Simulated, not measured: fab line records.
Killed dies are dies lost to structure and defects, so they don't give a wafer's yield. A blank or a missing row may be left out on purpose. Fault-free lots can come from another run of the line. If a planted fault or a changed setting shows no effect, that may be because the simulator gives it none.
Matching of chambers / flow gf180mcu / GF_MIM_CVD_05 on pecvd-02 has 3 sister chambers
The step deposits Si3N4, target thk 42 nm, time 29.086 s. 3 wafers are shown with their chamber, then 9 later ones without.

## WAFERS, EACH WITH ITS CHAMBER
wafer=L092.1; chamber=0; heaterPowerW (W)=754
wafer=L092.3; chamber=2; heaterPowerW (W)=483
wafer=L092.4; chamber=1; heaterPowerW (W)=564

## WAFERS WHOSE CHAMBER IS MISSING
wafer=L093.2; heaterPowerW (W)=704
wafer=L093.3; heaterPowerW (W)=502
wafer=L093.4; heaterPowerW (W)=509
wafer=L095.2; heaterPowerW (W)=769
wafer=L095.3; heaterPowerW (W)=457
wafer=L095.6; heaterPowerW (W)=490
wafer=L097.2; heaterPowerW (W)=737
wafer=L097.5; heaterPowerW (W)=482
wafer=L097.6; heaterPowerW (W)=548

## WHICH CHAMBER EACH WENT THROUGH
wafer=L093.2; from the rows above=0; in truth=0
wafer=L093.3; from the rows above=can't be placed: 2 or 1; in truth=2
wafer=L093.4; from the rows above=can't be placed: 2 or 1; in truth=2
wafer=L095.2; from the rows above=0; in truth=0
wafer=L095.3; from the rows above=2; in truth=2
wafer=L095.6; from the rows above=2; in truth=2
wafer=L097.2; from the rows above=0; in truth=0
wafer=L097.5; from the rows above=2; in truth=2
wafer=L097.6; from the rows above=1; in truth=1
Correctly placed: 7 of 9. Unplaceable from these rows: 2, with the true chamber sitting among the candidates in 2. Number placed wrongly: 0.
How it was worked out, from the rows above alone: a wafer's distance from a chamber is the root of the sum, over the readings, of the square of ((its reading less the chamber's mean) divided by the reading's scatter). The wafer belongs to the nearest chamber; if the next one is less than 2 further off, it can't be placed. The mean given for a chamber averages the wafers shown for that chamber. The scatter (one wafer shown for each chamber): square how far every hidden wafer sits from the nearest shown wafer, average those squares and take the square root.
